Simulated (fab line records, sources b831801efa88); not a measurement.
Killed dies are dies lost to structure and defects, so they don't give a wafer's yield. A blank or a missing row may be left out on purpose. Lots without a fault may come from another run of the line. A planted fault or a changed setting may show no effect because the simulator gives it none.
fab line records | flow gf180mcu
record lots=24 wafers=72 last_day=34
route steps=602 shown V5@542 TOP_METAL@567
lots that met no fault: from a run of the same line without faults
start_h: hours from the record's first day to the start of the lot's first wafer shown | wait_h: hours since the lot's step before | " the same as in the row above | L1.1+2: a row that stands for several wafers | - no value, or no start given | * or withheld: withheld | < > ~ a bound
route shown NAME@n: a module of which the file shows steps, and the number in the route of the first | usual: mean/standard deviation of fault-free wafers | same: alike in all rows | chamber/n: place in a boat | sites: the reading at each site | _std_site: their standard deviation | _edge_site: outer sites' mean less inner sites' | radius_mm: how far each site lies from the wafer's centre | mask NAME#n: copy n | behind: the tool/chamber that last shaped the wafer | hold: why the lot was held/for how many hours/how that ended | device: the transistor (n, p or np) that didn't switch | end of line: the same wafers' tests at the end of the route | a step without rows: its recipe alone | killed: dies lost to structure and defects at the first sort, not the wafer's yield | map: a wafer's dies, x killed, . not, _ none there
set.NAME: the setting as run; set.NAME@STEP: as run at that earlier step | model.NAME: the simulator's own value behind a step, which no gauge read
steps of the route over a sample of lots; a table a step, a row a wafer
services: from which hour (start_h, from the record's first day; less than 0 if before it) a tool's chamber was out of use, for how many hours, and why
## steps
# step GF_V5_CVD_02
# recipe material=SiO2 target_thk_nm=1450 precursor=TEOS temp_c=400 time_s=163.28 rf_w=600
# usual heater_power_w=628/78
# columns lot.wafer tool chamber start_h wait_h heater_power_w
L074.2 pecvd-02 0 613.74 0.0 493
L074.3 " 2 " " 626
L074.6 " 1 " " 527
L075.2 pecvd-01 2 614.44 0.0 606
L075.3 " 0 " " 660
L075.4 " 0 " " 528
L076.1 pecvd-01 0 622.44 0.1 614
L076.5 " 2 " " 631
L076.6 " 1 " " 822
L077.3 pecvd-04 1 630.82 0.0 677
L077.4 " 2 " " 644
L077.6 " 0 " " 574
L078.2 pecvd-02 2 638.90 0.0 602
L078.4 " 0 " " 491
L078.6 " 2 " " 686
L080.3 pecvd-01 1 658.50 0.0 778
L080.4 " 0 " " 637
L080.5 " 2 " " 643
L079.2 pecvd-04 2 659.61 0.0 579
L079.5 " 2 " " 639
L079.6 " 1 " " 569
L081.3 pecvd-02 2 665.92 0.0 691
L081.5 " 1 " " 681
L081.6 " 2 " " 567
L082.2 pecvd-02 0 669.39 0.0 589
L082.3 " 2 " " 584
L082.5 " 1 " " 684
L083.2 pecvd-02 0 684.42 0.0 528
L083.3 " 2 " " 700
L083.6 " 0 " " 600
L084.3 pecvd-02 0 689.61 0.0 628
L084.5 " 0 " " 478
L084.6 " 1 " " 670
L085.1 pecvd-04 0 696.55 0.1 608
L085.3 " 2 " " 625
L085.6 " 2 " " 501
L086.1 pecvd-04 1 703.36 0.1 696
L086.5 " 2 " " 498
L086.6 " 0 " " 728
L087.1 pecvd-04 0 711.75 0.1 723
L087.5 " 1 " " 700
L087.6 " 2 " " 502
L088.3 pecvd-02 2 713.47 0.0 587
L088.4 " 1 " " 544
L088.6 " 2 " " 695
L089.1 pecvd-02 0 724.81 0.1 626
L089.5 " 0 " " 505
L089.6 " 2 " " 589
L090.3 pecvd-01 0 734.86 0.0 597
L090.5 " 0 " " 647
L090.6 " 1 " " 690
L091.4 pecvd-04 0 739.93 0.1 561
L091.5 " 1 " " 708
L091.6 " 2 " " 505
L092.3 pecvd-02 2 744.20 0.0 722
L092.4 " 2 " " 590
L092.6 " 0 " " 494
L094.2 pecvd-01 2 747.99 0.0 653
L094.5 " 0 " " 523
L094.6 " 1 " " 677
L093.1 pecvd-01 2 752.79 0.1 635
L093.3 " 1 " " 833
L093.5 " 1 " " 652
L095.2 pecvd-01 2 756.49 0.0 511
L095.5 " 0 " " 628
L095.6 " 2 " " 621
L096.1 pecvd-02 1 765.24 0.1 605
L096.4 " 2 " " 699
L096.5 " 0 " " 616
L097.1 pecvd-02 2 767.60 0.1 627
L097.4 " 2 " " 709
L097.5 " 0 " " 599
# step GF_V5_THK_MEAS_03
# recipe reads=SiO2_of_V5_CVD_02
# usual V5_CVD_02_THK=1440/21
# columns lot.wafer tool chamber start_h wait_h V5_CVD_02_THK[nm]
L074.2 film_metro-01 - 613.85 0.1 1463
L074.3 " - " " 1438
L074.6 " - " " 1473
L075.2 film_metro-01 - 614.55 0.1 1418
L075.3 " - " " 1447
L075.4 " - " " 1447
L076.1 film_metro-03 - 622.55 0.1 1421
L076.5 " - " " 1409
L076.6 " - " " 1424
L077.3 film_metro-02 - 630.95 0.1 1433
L077.4 " - " " 1456
L077.6 " - " " 1443
L078.2 film_metro-01 - 639.01 0.1 1426
L078.4 " - " " 1491
L078.6 " - " " 1450
L080.3 film_metro-03 - 658.62 0.1 1376
L080.4 " - " " 1436
L080.5 " - " " 1418
L079.2 film_metro-02 - 659.72 0.1 1423
L079.5 " - " " 1465
L079.6 " - " " 1433
L081.3 film_metro-01 - 666.04 0.1 1437
L081.5 " - " " 1435
L081.6 " - " " 1465
L082.2 film_metro-03 - 669.50 0.1 1487
L082.3 " - " " 1430
L082.5 " - " " 1445
L083.2 film_metro-01 - 684.54 0.1 1469
L083.3 " - " " 1452
L083.6 " - " " 1485
L084.3 film_metro-03 - 689.74 0.1 1433
L084.5 " - " " 1461
L084.6 " - " " 1437
L085.1 film_metro-03 - 696.65 0.1 1410
L085.3 " - " " 1432
L085.6 " - " " 1444
L086.1 film_metro-01 - 703.46 0.1 1429
L086.5 " - " " 1456
L086.6 " - " " 1436
L087.1 film_metro-03 - 711.86 0.1 1416
L087.5 " - " " 1446
L087.6 " - " " 1449
L088.3 film_metro-01 - 713.60 0.1 1429
L088.4 " - " " 1443
L088.6 " - " " 1460
L089.1 film_metro-02 - 724.92 0.1 1450
L089.5 " - " " 1465
L089.6 " - " " 1452
L090.3 film_metro-02 - 734.99 0.1 1454
L090.5 " - " " 1470
L090.6 " - " " 1446
L091.4 film_metro-01 - 740.01 0.0 1448
L091.5 " - " " 1441
L091.6 " - " " 1452
L092.3 film_metro-01 - 744.33 0.1 1421
L092.4 " - " " 1469
L092.6 " - " " 1487
L094.2 film_metro-01 - 748.11 0.1 1409
L094.5 " - " " 1424
L094.6 " - " " 1441
L093.1 film_metro-03 - 752.90 0.1 1428
L093.3 " - " " 1420
L093.5 " - " " 1427
L095.2 film_metro-01 - 756.61 0.1 1444
L095.5 " - " " 1456
L095.6 " - " " 1439
L096.1 film_metro-01 - 765.35 0.1 1415
L096.4 " - " " 1457
L096.5 " - " " 1474
L097.1 film_metro-01 - 767.71 0.1 1443
L097.4 " - " " 1456
L097.5 " - " " 1484
# step GF_V5_BOW_MEAS_05
# recipe mode=bow
# usual V5_BOW=134/8.3
# columns lot.wafer tool chamber start_h wait_h V5_BOW[um]
L074.2 film_metro-02 - 614.22 0.2 150
L074.3 " - " " 139
L074.6 " - " " 141
L075.2 film_metro-03 - 614.92 0.2 134
L075.3 " - " " 137
L075.4 " - " " 137
L076.1 film_metro-01 - 622.91 0.1 131
L076.5 " - " " 125
L076.6 " - " " 130
L077.3 film_metro-02 - 631.33 0.3 123
L077.4 " - " " 144
L077.6 " - " " 132
L078.2 film_metro-03 - 639.43 0.2 131
L078.4 " - " " 144
L078.6 " - " " 142
L080.3 film_metro-01 - 659.19 0.2 130
L080.4 " - " " 128
L080.5 " - " " 127
L079.2 film_metro-03 - 660.09 0.3 125
L079.5 " - " " 134
L079.6 " - " " 128
L081.3 film_metro-02 - 666.42 0.2 123
L081.5 " - " " 136
L081.6 " - " " 140
L082.2 film_metro-02 - 669.87 0.3 133
L082.3 " - " " 132
L082.5 " - " " 129
L083.2 film_metro-02 - 684.91 0.2 135
L083.3 " - " " 140
L083.6 " - " " 147
L084.3 film_metro-03 - 690.12 0.2 137
L084.5 " - " " 135
L084.6 " - " " 138
L085.1 film_metro-02 - 697.05 0.2 134
L085.3 " - " " 125
L085.6 " - " " 112
L086.1 film_metro-01 - 703.82 0.1 119
L086.5 " - " " 125
L086.6 " - " " 121
L087.1 film_metro-03 - 712.22 0.2 136
L087.5 " - " " 120
L087.6 " - " " 126
L088.3 film_metro-02 - 713.98 0.2 145
L088.4 " - " " 141
L088.6 " - " " 139
L089.1 film_metro-02 - 725.28 0.2 131
L089.5 " - " " 134
L089.6 " - " " 142
L090.3 film_metro-03 - 735.37 0.2 134
L090.5 " - " " 130
L090.6 " - " " 143
L091.4 film_metro-01 - 740.40 0.2 134
L091.5 " - " " 135
L091.6 " - " " 126
L092.3 film_metro-01 - 744.97 0.1 122
L092.4 " - " " 125
L092.6 " - " " 123
L094.2 film_metro-03 - 748.56 0.2 149
L094.5 " - " " 131
L094.6 " - " " 146
L093.1 film_metro-01 - 753.65 0.1 145
L093.3 " - " " 133
L093.5 " - " " 147
L095.2 film_metro-01 - 756.98 0.2 134
L095.5 " - " " 124
L095.6 " - " " 131
L096.1 film_metro-03 - 765.71 0.1 136
L096.4 " - " " 145
L096.5 " - " " 141
L097.1 film_metro-03 - 768.07 0.2 141
L097.4 " - " " 131
L097.5 " - " " 125
# step GF_V5_CD_MEAS_14
# recipe target_cd_nm=260
# usual cd_nm=260.0/1.2
# columns lot.wafer tool chamber start_h wait_h cd_nm
L074.2 cd_sem-02 - 634.58 0.1 259.6
L074.3 " - " " 261.2
L074.6 " - " " 260.5
L075.2 cd_sem-01 - 634.94 0.1 261.2
L075.3 " - " " 260.5
L075.4 " - " " 259.9
L076.1 cd_sem-02 - 643.22 0.1 260.6
L076.5 " - " " 260.9
L076.6 " - " " 259.8
L077.3 cd_sem-01 - 651.10 0.1 261.4
L077.4 " - " " 261.1
L077.6 " - " " 260.2
L078.2 cd_sem-01 - 659.35 0.1 259.7
L078.4 " - " " 259.5
L078.6 " - " " 259.4
L080.3 cd_sem-02 - 678.11 0.1 259.1
L080.4 " - " " 260.1
L080.5 " - " " 260.3
L079.2 cd_sem-01 - 679.10 0.1 259.8
L079.5 " - " " 259.2
L079.6 " - " " 260.0
L081.3 cd_sem-01 - 685.95 0.1 259.4
L081.5 " - " " 259.2
L081.6 " - " " 260.0
L082.2 cd_sem-02 - 688.79 0.1 257.4
L082.3 " - " " 258.1
L082.5 " - " " 257.0
L083.2 cd_sem-02 - 703.06 0.1 259.7
L083.3 " - " " 260.2
L083.6 " - " " 260.4
L084.3 cd_sem-02 - 708.16 0.1 259.0
L084.5 " - " " 260.1
L084.6 " - " " 259.6
L085.1 cd_sem-02 - 715.58 0.1 259.3
L085.3 " - " " 258.2
L085.6 " - " " 258.1
L086.1 cd_sem-02 - 722.12 0.1 260.6
L086.5 " - " " 261.2
L086.6 " - " " 262.2
L087.1 cd_sem-01 - 729.77 0.1 259.1
L087.5 " - " " 260.1
L087.6 " - " " 258.8
L088.3 cd_sem-01 - 731.36 0.1 257.6
L088.4 " - " " 258.8
L088.6 " - " " 259.6
L089.1 cd_sem-02 - 742.53 0.1 260.4
L089.5 " - " " 259.5
L089.6 " - " " 260.1
L090.3 cd_sem-01 - 752.30 0.1 259.8
L090.5 " - " " 258.0
L090.6 " - " " 258.5
L091.4 cd_sem-02 - 756.99 0.1 258.5
L091.5 " - " " 259.1
L091.6 " - " " 258.6
L092.3 cd_sem-01 - 761.75 0.1 263.0
L092.4 " - " " 261.4
L092.6 " - " " 260.8
L094.2 cd_sem-01 - 764.98 0.1 259.6
L094.5 " - " " 261.0
L094.6 " - " " 260.3
L093.1 cd_sem-02 - 769.68 0.1 260.9
L093.3 " - " " 261.5
L093.5 " - " " 260.9
L095.2 cd_sem-01 - 773.25 0.1 262.3
L095.5 " - " " 262.3
L095.6 " - " " 262.2
L096.1 cd_sem-02 - 782.11 0.1 259.0
L096.4 " - " " 259.6
L096.5 " - " " 259.3
L097.1 cd_sem-01 - 783.81 0.1 261.2
L097.4 " - " " 260.8
L097.5 " - " " 261.6
# step GF_TOP_METAL_SPUTTER_00
# recipe material=Ti target_thk_nm=37.5 arriving_ion_energy_ev=80 substrate_temp_c=200 chamber_pressure_pa=2 power_w=4000 time_s=150
# usual throttle_valve_pct=30.8/0.78
# columns lot.wafer tool chamber start_h wait_h throttle_valve_pct
L074.2 pvd_sputter-03 - 636.09 0.1 30.8
L074.3 " - " " 28.9
L074.6 " - " " 29.0
L075.2 pvd_sputter-01 - 636.45 0.2 30.7
L075.3 " - " " 30.7
L075.4 " - " " 30.6
L076.1 pvd_sputter-01 - 644.79 0.2 30.9
L076.5 " - " " 30.6
L076.6 " - " " 30.4
L077.3 pvd_sputter-04 - 652.60 0.1 30.6
L077.4 " - " " 30.9
L077.6 " - " " 30.7
L078.2 pvd_sputter-01 - 660.86 0.1 32.8
L078.4 " - " " 30.8
L078.6 " - " " 30.7
L080.3 pvd_sputter-04 - 679.61 0.1 30.7
L080.4 " - " " 31.1
L080.5 " - " " 31.1
L079.2 pvd_sputter-04 - 680.64 0.1 30.7
L079.5 " - " " 30.9
L079.6 " - " " 30.9
L081.3 pvd_sputter-04 - 687.47 0.2 30.6
L081.5 " - " " 31.1
L081.6 " - " " 30.9
L082.2 pvd_sputter-04 - 690.33 0.1 31.0
L082.3 " - " " 30.6
L082.5 " - " " 30.9
L083.2 pvd_sputter-04 - 704.60 0.2 30.8
L083.3 " - " " 30.5
L083.6 " - " " 30.8
L084.3 pvd_sputter-01 - 709.97 0.1 32.8
L084.5 " - " " 30.9
L084.6 " - " " 30.6
L085.1 pvd_sputter-04 - 717.21 0.2 31.3
L085.3 " - " " 30.9
L085.6 " - " " 30.8
L086.1 pvd_sputter-01 - 723.66 0.2 32.5
L086.5 " - " " 32.4
L086.6 " - " " 30.7
L087.1 pvd_sputter-04 - 731.64 0.2 30.8
L087.5 " - " " 30.8
L087.6 " - " " 30.6
L088.3 pvd_sputter-03 - 732.85 0.1 31.3
L088.4 " - " " 29.2
L088.6 " - " " 29.4
L089.1 pvd_sputter-03 - 744.63 0.1 31.5
L089.5 " - " " 29.4
L089.6 " - " " 29.2
L090.3 pvd_sputter-03 - 753.95 0.2 30.8
L090.5 " - " " 31.5
L090.6 " - " " 30.9
L091.4 pvd_sputter-04 - 758.67 0.2 31.1
L091.5 " - " " 30.7
L091.6 " - " " 30.8
L092.3 pvd_sputter-01 - 763.35 0.2 32.7
L092.4 " - " " 30.8
L092.6 " - " " 31.0
L094.2 pvd_sputter-04 - 766.49 0.1 30.5
L094.5 " - " " 30.6
L094.6 " - " " 31.1
L093.1 pvd_sputter-01 - 771.32 0.2 30.4
L093.3 " - " " 30.8
L093.5 " - " " 30.6
L095.2 pvd_sputter-04 - 774.77 0.1 30.8
L095.5 " - " " 31.2
L095.6 " - " " 31.0
L096.1 pvd_sputter-03 - 783.64 0.2 31.3
L096.4 " - " " 30.8
L096.5 " - " " 29.1
L097.1 pvd_sputter-04 - 785.50 0.1 30.8
L097.4 " - " " 30.9
L097.5 " - " " 30.8
# step GF_TOP_METAL_SPUTTER_03
# recipe material=Ti target_thk_nm=5 substrate_temp_c=300 chamber_pressure_pa=0.3 power_w=3000 time_s=3.3
# usual throttle_valve_pct=30.8/0.76
# columns lot.wafer tool chamber start_h wait_h throttle_valve_pct
L074.2 pvd_sputter-03 - 636.27 0.0 30.8
L074.3 " - " " 29.2
L074.6 " - " " 29.3
L075.2 pvd_sputter-01 - 636.62 0.0 30.5
L075.3 " - " " 30.7
L075.4 " - " " 30.5
L076.1 pvd_sputter-01 - 644.96 0.0 30.8
L076.5 " - " " 31.1
L076.6 " - " " 30.2
L077.3 pvd_sputter-04 - 652.78 0.0 30.8
L077.4 " - " " 31.1
L077.6 " - " " 30.7
L078.2 pvd_sputter-01 - 661.04 0.0 32.6
L078.4 " - " " 30.7
L078.6 " - " " 30.9
L080.3 pvd_sputter-04 - 679.78 0.0 31.0
L080.4 " - " " 31.3
L080.5 " - " " 31.2
L079.2 pvd_sputter-04 - 680.82 0.0 30.5
L079.5 " - " " 31.1
L079.6 " - " " 30.7
L081.3 pvd_sputter-04 - 687.65 0.0 30.8
L081.5 " - " " 31.0
L081.6 " - " " 31.0
L082.2 pvd_sputter-04 - 690.51 0.0 30.9
L082.3 " - " " 30.8
L082.5 " - " " 30.8
L083.2 pvd_sputter-04 - 704.77 0.0 30.9
L083.3 " - " " 30.8
L083.6 " - " " 30.8
L084.3 pvd_sputter-01 - 710.14 0.0 32.8
L084.5 " - " " 30.5
L084.6 " - " " 30.3
L085.1 pvd_sputter-04 - 717.38 0.0 30.8
L085.3 " - " " 30.8
L085.6 " - " " 30.8
L086.1 pvd_sputter-01 - 723.83 0.0 32.7
L086.5 " - " " 32.7
L086.6 " - " " 30.8
L087.1 pvd_sputter-04 - 731.82 0.0 30.9
L087.5 " - " " 30.7
L087.6 " - " " 30.8
L088.3 pvd_sputter-03 - 733.02 0.0 31.5
L088.4 " - " " 29.1
L088.6 " - " " 29.1
L089.1 pvd_sputter-03 - 744.81 0.0 31.3
L089.5 " - " " 29.2
L089.6 " - " " 29.3
L090.3 pvd_sputter-03 - 754.13 0.0 30.8
L090.5 " - " " 31.5
L090.6 " - " " 30.8
L091.4 pvd_sputter-04 - 758.84 0.0 31.0
L091.5 " - " " 30.8
L091.6 " - " " 30.8
L092.3 pvd_sputter-01 - 763.53 0.0 32.6
L092.4 " - " " 30.7
L092.6 " - " " 30.7
L094.2 pvd_sputter-04 - 766.67 0.0 31.0
L094.5 " - " " 30.8
L094.6 " - " " 31.2
L093.1 pvd_sputter-01 - 771.50 0.0 30.8
L093.3 " - " " 30.8
L093.5 " - " " 30.8
L095.2 pvd_sputter-04 - 774.94 0.0 30.8
L095.5 " - " " 31.0
L095.6 " - " " 30.9
L096.1 pvd_sputter-03 - 783.82 0.0 31.2
L096.4 " - " " 30.9
L096.5 " - " " 29.7
L097.1 pvd_sputter-04 - 785.67 0.0 30.6
L097.4 " - " " 30.7
L097.5 " - " " 30.8
## services
# columns tool chamber start_h hours kind
pvd_sputter-01 3 589.88 - consumable_replace:kit
pvd_sputter-01 3 589.88 18.0 scheduled_down
pvd_sputter-01 3 589.88 18.0 vent_cycle
pecvd-04 - 593.71 28.1 pm
pvd_sputter-03 - 594.66 24.6 repair
pvd_sputter-03 2 636.31 - consumable_replace:kit
pvd_sputter-03 2 636.31 18.0 scheduled_down
pvd_sputter-03 2 636.31 18.0 vent_cycle
pecvd-04 - 638.34 2.9 repair
pvd_sputter-04 3 660.89 - consumable_replace:kit
pvd_sputter-04 3 660.89 18.0 scheduled_down
pvd_sputter-04 3 660.89 18.0 vent_cycle
pecvd-01 - 674.22 28.1 pm
pecvd-04 - 710.82 0.8 repair
pvd_sputter-01 2 719.08 - consumable_replace:kit
pvd_sputter-01 2 719.08 18.0 scheduled_down
pvd_sputter-01 2 719.08 18.0 vent_cycle
pvd_sputter-04 - 719.15 1.1 repair
pvd_sputter-03 1 751.44 - consumable_replace:kit
pvd_sputter-03 1 751.44 18.0 scheduled_down
pvd_sputter-03 1 751.44 18.0 vent_cycle
pvd_sputter-03 - 754.93 12.0 repair
## key
fault none
